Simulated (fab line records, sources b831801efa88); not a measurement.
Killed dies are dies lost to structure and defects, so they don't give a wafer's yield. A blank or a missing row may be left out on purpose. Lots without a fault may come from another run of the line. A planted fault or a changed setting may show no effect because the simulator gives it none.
One fault seen from 2 desks | flow sky130 | each desk has only its own numbers; what lay behind them comes last

THE METROLOGY DESK
What the gauges read, lot by lot, whatever tool the lot ran on: means of the sampled wafers that have a number. A lot is out of limits, marked OUT, if its mean lies more than 4 standard deviations from the usual mean; the brackets give that distance.
Columns: A = SD_P_OVL at SKY_SD_P_OVL_MEAS_08, usual 0.7 nm; B = SD_N_RS at SKY_SD_N_RS_MEAS_16, usual 68.56 ohm/sq; C = CONTACT_OVL at SKY_CONTACT_OVL_MEAS_15, usual 0 nm
lot  | first seen here | A    | B               | C
L738 | day 25 15:08    | -0.0 | 68.66           | -3
L739 | day 25 23:01    | -0.9 | 68.58           | 1
L740 | day 26 08:02    | 2.7  | 68.53           | 8
L741 | day 26 22:46    | 0.3  | 68.65           | 2
L743 | day 27 19:56    | 3.7  | 68.52           | -4
L744 | day 27 22:46    | 0.4  | 68.63           | 8
L752 | day 30 18:11    | -1.2 | 70.64 (+21) OUT | 1
L753 | day 31 05:14    | 0.9  | 70.46 (+19) OUT | 2
L756 | day 32 02:49    | 0.9  | 68.47           | 4
L757 | day 32 03:29    | 0.4  | 68.54           | 7
L758 | day 32 15:29    | 1.3  | 68.56           | -9
This desk's finding: out of limits on L752, L753; first on L752, day 33 02:53 (SD_N_RS at SKY_SD_N_RS_MEAS_16). In limits: L738, L739, L740, L741, L743, L744, L756, L757, L758.

THE TOOL OWNER'S DESK: implanter-01
The tool's own readings at SKY_SD_N_IMPLANT_09: means of the sampled wafers that have a number, for each lot that ran on this tool. A lot is out of limits, marked OUT, if its mean lies more than 4 standard deviations from the usual mean; the brackets give that distance.
Columns: A = beam_on_s at SKY_SD_N_IMPLANT_09, usual 18.0 s; B = end_station_pressure_torr at SKY_SD_N_IMPLANT_09, usual 1.34e-05 Torr; C = faraday_current_uA at SKY_SD_N_IMPLANT_09, usual 12218
lot  | first seen here | A    | B        | C
L739 | day 28 09:37    | 19.1 | 1.22e-05 | 11518
L741 | day 29 09:25    | 19.2 | 1.26e-05 | 11405
L752 | day 33 02:13    | 15.0 | 1.35e-05 | 14575
L753 | day 33 11:23    | 15.3 | 1.38e-05 | 14317
This desk's finding: nothing out of limits on any of the 4 lots.

PUT TOGETHER
The metrology desk could have raised an alarm at day 33 02:53, on L752, L753.
The tool owner's desk saw nothing out of limits.
The tool owner's desk has L752, L753 on record, within its limits.
Of the lots named, all ran SKY_SD_N_IMPLANT_09 on implanter-01.

WHAT THE SIMULATOR HAD PUT IN
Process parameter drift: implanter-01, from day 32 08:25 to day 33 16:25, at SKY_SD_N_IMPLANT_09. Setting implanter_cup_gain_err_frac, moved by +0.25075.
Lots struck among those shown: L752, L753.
Hours from the fault's start to each desk's first reading out of limits: the metrology desk, 18.
